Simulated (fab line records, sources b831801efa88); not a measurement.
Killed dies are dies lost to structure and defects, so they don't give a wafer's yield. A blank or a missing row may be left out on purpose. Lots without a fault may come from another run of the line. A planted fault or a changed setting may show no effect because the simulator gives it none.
Which tool did it? | flow sky130 | 13 lots, 39 wafers sampled, at 2 steps of a route of 708

WHAT THE GAUGES READ, wafer by wafer
SKY_SONOS_ONO_THK_MEAS_03.
lot  | measured     | on            | SONOS_ONO_CVD_02_THK (nm)
L388 | day 11 07:18 | film_metro-01 | 10.71 10.51 10.55
L389 | day 11 22:02 | film_metro-04 | 10.27 10.44 10.50
L390 | day 12 06:23 | film_metro-04 | 10.30 10.51 10.51
L391 | day 12 08:38 | film_metro-01 | 10.37 10.38 10.19
L393 | day 14 08:44 | film_metro-04 | 10.72 10.63 10.73
L394 | day 14 08:46 | film_metro-01 | 10.68 10.56 10.50
L402 | day 17 06:56 | film_metro-01 | 10.62 10.75 10.83
L404 | day 17 12:29 | film_metro-03 | 10.45 10.50 10.59
L403 | day 17 12:28 | film_metro-04 | 10.34 10.44 10.34
L405 | day 18 02:57 | film_metro-04 | 10.52 10.42 10.50
L406 | day 18 02:57 | film_metro-03 | 10.57 10.75 10.59
L409 | day 18 22:17 | film_metro-01 | 10.66 10.65 10.41
L411 | day 19 07:52 | film_metro-04 | 10.25 10.33 10.43

WHICH TOOL RAN EACH LOT (tool, then ch and the chambers of the sampled wafers, then the start)
lot  | SKY_PWDE_HMDS_01
L388 | litho_track-04 ch 0, day 3 12:05
L389 | litho_track-03 ch 0, day 3 19:28
L390 | litho_track-03 ch 0, day 4 02:10
L391 | litho_track-04 ch 0, day 4 02:32
L393 | litho_track-01 ch 0, day 5 10:47
L394 | litho_track-03 ch 0, day 5 11:16
L402 | litho_track-03 ch 0, day 7 08:37
L404 | litho_track-03 ch 0, day 7 13:31
L403 | litho_track-04 ch 0, day 7 14:05
L405 | litho_track-01 ch 0, day 7 22:52
L406 | litho_track-01 ch 0, day 7 23:31
L409 | litho_track-01 ch 0, day 8 12:28
L411 | litho_track-04 ch 0, day 8 21:44
- SKY_PWDE_HMDS_01: prime time 60 s.

WHAT THE TOOLS THEMSELVES READ (means of the sampled wafers that have a number; where no wafer has one, the mark that the record gives instead)
SKY_PWDE_HMDS_01.
lot  | tool           | prime_temp_c (C)
L388 | litho_track-04 | 120.12
L389 | litho_track-03 | 120.08
L390 | litho_track-03 | 120.07
L391 | litho_track-04 | 120.05
L393 | litho_track-01 | 120.18
L394 | litho_track-03 | 119.91
L402 | litho_track-03 | 113.89
L404 | litho_track-03 | 113.86
L403 | litho_track-04 | 120.16
L405 | litho_track-01 | 120.11
L406 | litho_track-01 | 119.83
L409 | litho_track-01 | 119.85
L411 | litho_track-04 | 119.89

THE ANSWER, worked out from the rows above alone
Rule: what is usual is taken from the lots themselves. Put in order of their means at a reading, lots are off if they are a third of the lots or fewer, leave a main group of 4 or more, and stand apart from it by a gap of 3 or more times the standard deviation of the main group's means; of several such gaps the widest counts. A main group whose means are all the same, to the digits that the tables above print for the reading, isn't used. A lot without any number at a reading at which 4 lots or more have one is off too. The other lots that the step has rows for count as sound. The gauges are gone through in route order, then the tools' own readings, and for those a lot's mean is taken as printed above. The first step at which some lot is off is used, and at that step the reading that is off furthest; a lot without a number counts as furthest.
Off: L402, L404, at SKY_PWDE_HMDS_01 (prime_temp_c). The main group: mean 120.02 C, standard deviation 0.12.
A tool fits if, at that step or a process step before it, it ran every lot that is off, and no sound lot after the first of them. One fits: litho_track-03 at SKY_PWDE_HMDS_01. Its last sound lot is L394 (day 5 11:16), its first lot that is off L402 (day 7 08:37): a fault that began between those two fits.
The tool's own readings at SKY_PWDE_HMDS_01 bear it out: on the lots that are off they differ by more than 5 times the standard deviation of the sound lots' means. prime_temp_c reads 113.88 C there against 120.02 C on the sound lots.

WHAT THE SIMULATOR HAD PUT IN
Process parameter drift: litho_track-03, from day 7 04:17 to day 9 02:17, at SKY_PWDE_HMDS_01. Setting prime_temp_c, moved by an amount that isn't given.
Lots struck among those shown: L402, L404. The rule above found the same.
